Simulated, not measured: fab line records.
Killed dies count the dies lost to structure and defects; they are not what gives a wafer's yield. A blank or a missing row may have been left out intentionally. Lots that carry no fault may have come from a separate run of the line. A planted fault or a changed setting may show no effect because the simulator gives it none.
2 desks, one fault :: flow gf180mcu :: each desk has only its own numbers; what lay behind them comes last

## AT THE METROLOGY DESK
What the gauges read for every lot (on any tool): the sampled wafers with a number, averaged. Any lot whose mean is over 4 standard deviations away from the usual mean is out of limits and marked OUT; that distance is given in the brackets.
Columns: A = POLY_GATE_CVD_00_THK at GF_POLY_GATE_THK_MEAS_01, usual 201.5 nm; B = cdNm at GF_POLY_GATE_CD_MEAS_10, usual 279.7 nm; C = POLY_GATE_OVL at GF_POLY_GATE_OVL_MEAS_11, usual 0 nm
lot: L539
first seen here: day 8 14:40
A: 198.3
B: 280.3
C: 1

lot: L543
first seen here: day 9 20:59
A: 198.2
B: 280.3
C: 4

lot: L548
first seen here: day 11 12:22
A: 201.7
B: 279.2
C: 5

lot: L549
first seen here: day 12 00:54
A: 203.7
B: 281.1
C: -3

lot: L551
first seen here: day 12 13:15
A: 204.4
B: 278.2
C: -2

lot: L559
first seen here: day 14 10:36
A: 200.1
B: 278.4
C: 2
This desk's finding: nothing out of limits on any of the 6 lots.

## FOR THE TOOL OWNER'S DESK: rieSi-02
The tool's own readings at GF_POLY_GATE_ETCH_13 (etches poly-Si in HBr/Cl2, stops on SiO2, target depth 198.5 nm, time 69.6 s): means of the sampled wafers that have a number, for each lot that ran on this tool. Any lot whose mean is over 4 standard deviations away from the usual mean is out of limits and marked OUT; that distance is given in the brackets.
Columns: A = biasW at GF_POLY_GATE_ETCH_13, usual 100.0 W; B = drypumpMotorCurrentA at GF_POLY_GATE_ETCH_13, usual 5.9 A; C = oesProductAu at GF_POLY_GATE_ETCH_13, usual 0.997 a.u.; D = throttleValvePct at GF_POLY_GATE_ETCH_13, usual 33.683 %
lot: L539
first seen here: day 9 07:51
A: 99.9
B: 5.2
C: 0.984
D: 33.683

lot: L543
first seen here: day 10 14:54
A: 100.0
B: 6.1
C: 0.990
D: 33.676

lot: L548
first seen here: day 12 07:21
A: 99.6
B: 6.1
C: 1.010
D: 33.681

lot: L549
first seen here: day 12 20:42
A: 100.5
B: 5.7
C: 1.002
D: 33.693

lot: L559
first seen here: day 15 08:03
A: 99.8
B: 6.1
C: 0.993
D: 33.677
This desk's finding: nothing out of limits on any of the 5 lots.

## BROUGHT TOGETHER
At the metrology desk, nothing out of limits was observed.
The tool owner's desk saw nothing out of limits.

## WHAT WAS PUT IN BY THE SIMULATOR
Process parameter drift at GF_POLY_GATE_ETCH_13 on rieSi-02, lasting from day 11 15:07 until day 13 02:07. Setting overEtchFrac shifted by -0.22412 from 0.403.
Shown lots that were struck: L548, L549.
